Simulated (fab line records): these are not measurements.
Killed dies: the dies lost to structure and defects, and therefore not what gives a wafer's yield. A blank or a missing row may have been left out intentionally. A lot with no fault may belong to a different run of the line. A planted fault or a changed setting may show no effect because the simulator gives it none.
A struck lot beside a sound one + flow sky130 + 38 out of 708 route steps
Sound: wafers L512.1, L512.3, L512.5. The struck wafers were L508.1, L508.3, L508.6. The cause is named last.
Per side, at each step with rows, come the tool, then ch with its chambers, and then its first start. Under that, the readings that differ: sound wafers + struck wafers + difference of the means + sigmas: that difference in standard deviations of wafers without a fault.
alike: same words and numbers on both sides, and readings whose means sit less than 2 such deviations apart. not compared: any withheld reading, any reading some wafer has no value for, any bound like >300 that may hide the same value, and any number with overlapping values for which the record gives no deviation.
Wherever a step has rows on one side only, a row that says differs or no value, or a row with sigmas, the two part there. Numbers that have no deviation but don't overlap get no sigmas and don't part them. Lack of a reading on every wafer of one side parts them only where that side has two or more wafers.

first, 10 steps without rows for these wafers: SKY_LDD_HVP_HMDS_01 (prime time 60 s); SKY_LDD_HVP_COAT_02 (resist thk 300 nm); SKY_LDD_HVP_SOFTBAKE_03 (time 60 s); SKY_LDD_HVP_EXPOSE_04 (exposes mask HVPTM, target cd 700 nm); SKY_LDD_HVP_PEB_05; SKY_LDD_HVP_DEVELOP_06 (develop time 60 s); SKY_LDD_HVP_IMPLANT_08; SKY_LDD_HVP_STRIP_09 (strips in O2/N2); SKY_LDD_LDN_DEHYDRATE_00 (time 60 s); SKY_LDD_LDN_HMDS_01 (prime time 60 s).
SKY_LDD_LDN_COAT_02: resist thk 1140 nm.
  sound on lithoTrack-02 ch 0, day 29 20:19; struck on lithoTrack-02, day 28 21:04
  no value came back on the struck wafers for chillPlateTempC (C), dispensePressureKPa (kPa); on the sound wafers chillPlateTempC (C) reads 22.89 22.99 23.05
then, 4 steps without rows for these wafers: SKY_LDD_LDN_SOFTBAKE_03 (time 60 s); SKY_LDD_LDN_EXPOSE_04 (exposes mask LDNTM, target cd 700 nm); SKY_LDD_LDN_PEB_05; SKY_LDD_LDN_DEVELOP_06 (develop time 60 s).
SKY_LDD_LDN_OVL_MEAS_07:
  sound on overlay-02 at day 30 10:25; struck on overlay-02 at day 29 11:13
| reading          | sound          | struck | difference                    | sigmas |
|------------------|----------------|--------|-------------------------------|--------|
| LDD_LDN_OVL (nm) | -0.2 -0.2 -0.8 | - - -  | no value on the struck wafers |        |
then, 20 steps without rows for these wafers: SKY_LDD_LDN_IMPLANT_08; SKY_LDD_LDN_IMPLANT_09; SKY_LDD_LDN_IMPLANT_10; SKY_LDD_LDN_IMPLANT_11; SKY_LDD_LDN_STRIP_12 (strips in O2/N2); SKY_LDD_LDN_CLEAN_14 (cleans in SC1/SC2, time 150 s); SKY_SPACER_CVD_00 (deposits Si3N4 from DCS/NH3, target thk 43.1 nm, time 740 s); SKY_SPACER_ETCHBACK_02 (etches Si3N4 in CH3F/O2, stops on SiO2, time 46.7 s, target depth 45 nm); SKY_POLY_CUT_DEHYDRATE_00 (time 60 s); SKY_POLY_CUT_HMDS_01 (prime time 60 s); SKY_POLY_CUT_COAT_02 (resist thk 60 nm); SKY_POLY_CUT_COAT_03 (resist thk 450 nm); SKY_POLY_CUT_SOFTBAKE_04 (time 90 s); SKY_POLY_CUT_EXPOSE_05 (exposes mask NPCM, target cd 270 nm); SKY_POLY_CUT_PEB_06; SKY_POLY_CUT_DEVELOP_07 (develop time 60 s); SKY_POLY_CUT_ETCH_10 (etches BARC in N2/H2, stops on SiO2, time 45.9 s, target depth 60 nm); SKY_POLY_CUT_ETCH_11 (etches Si3N4 in CF4/CH2F2/Ar, stops on poly-Si, time 42.5 s, target depth 60 nm); SKY_POLY_CUT_STRIP_12 (strips in O2/N2); SKY_SD_P_DEHYDRATE_00 (time 60 s).
-- record jumps: 3 days separate the struck wafers' starts on either side; left off in module SD_P, taken up again in module RES_XHIGH, whose first shown step is the route's number 341 --
SKY_RES_XHIGH_TW_MEAS_09:
  sound on filmMetro-02 at day 33 23:06; struck on filmMetro-01 at day 32 22:15
| reading      | sound          | struck         | difference | sigmas |
|--------------|----------------|----------------|------------|--------|
| RES_XHIGH_TW | 1607 1613 1611 | 1905 1914 1911 | +300       | +21    |
-- record jumps: 17 days separate the struck wafers' starts on either side; left off in module RES_XHIGH, taken up again in module PAD_OPEN, whose first shown step is the route's number 708 --
SKY_PAD_OPEN_PROBE_99:
  sound on prober-01 at day 50 11:40; struck on prober-01 at day 49 20:19
| reading                             | sound             | struck            | difference | sigmas |
|-------------------------------------|-------------------|-------------------|------------|--------|
| killedAtFrontEnd                    | 19 16 21          | 438 424 417       | +408       | +93    |
| killedDies                          | 77 85 88          | 492 492 492       | +409       | +46    |
| killedOnRim                         | 14 16 18          | 96 96 96          | +80        | +20    |
| model.etest.pfet_01v8.rOnOhmUm      | 2785 2838 2881    | 7286 8769 7691    | +5081      |        |
| model.etest.tip_p_5v.rsOhmSq        | 2888 2879 2915    | 7354 7407 7431    | +4503      |        |
| model.etest.tip_n_5v.rsOhmSq        | 1370 1384 1366    | 984.4 979.8 979.4 | -392.1     |        |
| model.etest.pfet_01v8.driveUaUm     | 198.8 196.2 193.9 | 75.61 61.98 71.15 | -126.72    |        |
| model.etest.pfet_01v8_hvt.driveUaUm | 150.8 146.6 145.1 | 51.96 40.98 48.84 | -100.24    |        |
| model.etest.tip_p_5v.rsOhmSqRange   | 139.2 83.15 68.93 | 164.5 198.2 221.3 | +97.6      |        |
| model.etest.sramPfetLatch.driveUaUm | 140.3 140 140.3   | 50.58 42.24 48.48 | -93.10     |        |
  alike: killed_at_M0_to_M3, killed_at_M4_up, killedAtContacts, killedAtOther, killedOpen, killedShort
  not compared: model.etest.pfetG5v0d10v5.rOnOhmUm

== WHERE THEY PART ==
At SKY_LDD_LDN_COAT_02 first; at SKY_PAD_OPEN_PROBE_99 last (within this record only).

WHY: what the simulator had put in
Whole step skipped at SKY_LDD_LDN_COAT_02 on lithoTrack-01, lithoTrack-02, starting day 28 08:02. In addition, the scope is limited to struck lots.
